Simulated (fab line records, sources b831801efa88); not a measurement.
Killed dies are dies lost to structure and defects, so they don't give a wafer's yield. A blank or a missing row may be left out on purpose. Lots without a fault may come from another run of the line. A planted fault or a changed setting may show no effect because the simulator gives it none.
Which tool did it? | flow sky130 | 13 lots, 39 wafers sampled, at 2 steps of a route of 708

WHAT THE GAUGES READ, wafer by wafer
SKY_VIA4_OVL_MEAS_11. Usual: VIA4_OVL 0.0 nm, standard deviation 1.2.
lot  | measured     | on         | VIA4_OVL (nm)  | flag
L226 | day 42 23:11 | overlay-02 | -0.2 -0.2 1.0  |
L234 | day 45 06:29 | overlay-01 | 1.1 1.1 0.8    |
L235 | day 45 08:14 | overlay-02 | 0.9 2.3 1.7    |
L236 | day 45 22:41 | overlay-02 | 0.7 0.4 -1.0   |
L238 | day 46 11:32 | overlay-01 | 0.3 -1.5 -0.5  |
L239 | day 46 12:44 | overlay-01 | -0.9 0.8 0.1   |
L240 | day 47 14:50 | overlay-01 | 1.5 0.3 1.0    |
L244 | day 47 22:08 | overlay-02 | 0.5 -2.4 0.6   |
L245 | day 47 22:26 | overlay-02 | 0.3 0.3 0.7    |
L246 | day 48 02:38 | overlay-01 | 0.1 -0.2 -1.5  |
L247 | day 48 05:32 | overlay-01 | -2.0 -1.6 -1.0 |
L248 | day 48 15:59 | overlay-02 | -3.1 -1.7 -0.7 |
L249 | day 48 20:41 | overlay-01 | 0.5 -0.1 -0.1  |

WHICH TOOL RAN EACH LOT (tool, then ch and the chambers of the sampled wafers, then the start)
lot  | SKY_VIA4_CMP_02
L226 | cmp-01 ch 0,1,2, day 42 00:44
L234 | cmp-01 ch 0,1, day 44 08:59
L235 | cmp-01 ch 0,2,3, day 44 10:12
L236 | cmp-02 ch 0,1,2, day 45 01:17
L238 | cmp-01 ch 0,2,3, day 45 15:17
L239 | cmp-02 ch 0,2,3, day 45 16:13
L240 | cmp-02 ch 1,2, day 46 18:41
L244 | cmp-01 ch 0,1,3, day 47 01:41
L245 | cmp-01 ch 1,2, day 47 02:02
L246 | cmp-01 ch 0,2,3, day 47 06:48
L247 | cmp-02 ch 0,1,2, day 47 09:38
L248 | cmp-01 ch 0,1,2, day 47 20:55
L249 | cmp-01 ch 0,2, day 48 02:28
- SKY_VIA4_CMP_02: polishes SiO2.

WHAT THE TOOLS THEMSELVES READ (means of the sampled wafers that have a number; where no wafer has one, the mark that the record gives instead)
SKY_VIA4_CMP_02. Usual: motor_current_A 11.1 A, standard deviation 1.1.
lot  | tool   | motor_current_A (A) | flag
L226 | cmp-01 | 11.2                |
L234 | cmp-01 | 11.2                |
L235 | cmp-01 | 10.4                |
L236 | cmp-02 | 11.8                |
L238 | cmp-01 | 10.4                |
L239 | cmp-02 | 11.1                |
L240 | cmp-02 | 12.3                |
L244 | cmp-01 | 10.5                |
L245 | cmp-01 | 11.4                |
L246 | cmp-01 | 10.0                |
L247 | cmp-02 | 11.7                |
L248 | cmp-01 | 11.0                |
L249 | cmp-01 | 10.7                |

THE ANSWER, worked out from the rows above alone
Rule: a lot is off if the mean of its wafers that have a number lies more than 3 standard deviations from the usual mean. A lot without any number at a reading at which 4 lots or more have one is off too. The other lots that the step has rows for count as sound. The gauges are gone through in route order, then the tools' own readings, and for those a lot's mean is taken as printed above. The first step at which some lot is off is used, and at that step the reading that is off furthest; a lot without a number counts as furthest.
No lot is off at any reading shown: from this, nothing can be told.

WHAT THE SIMULATOR HAD PUT IN
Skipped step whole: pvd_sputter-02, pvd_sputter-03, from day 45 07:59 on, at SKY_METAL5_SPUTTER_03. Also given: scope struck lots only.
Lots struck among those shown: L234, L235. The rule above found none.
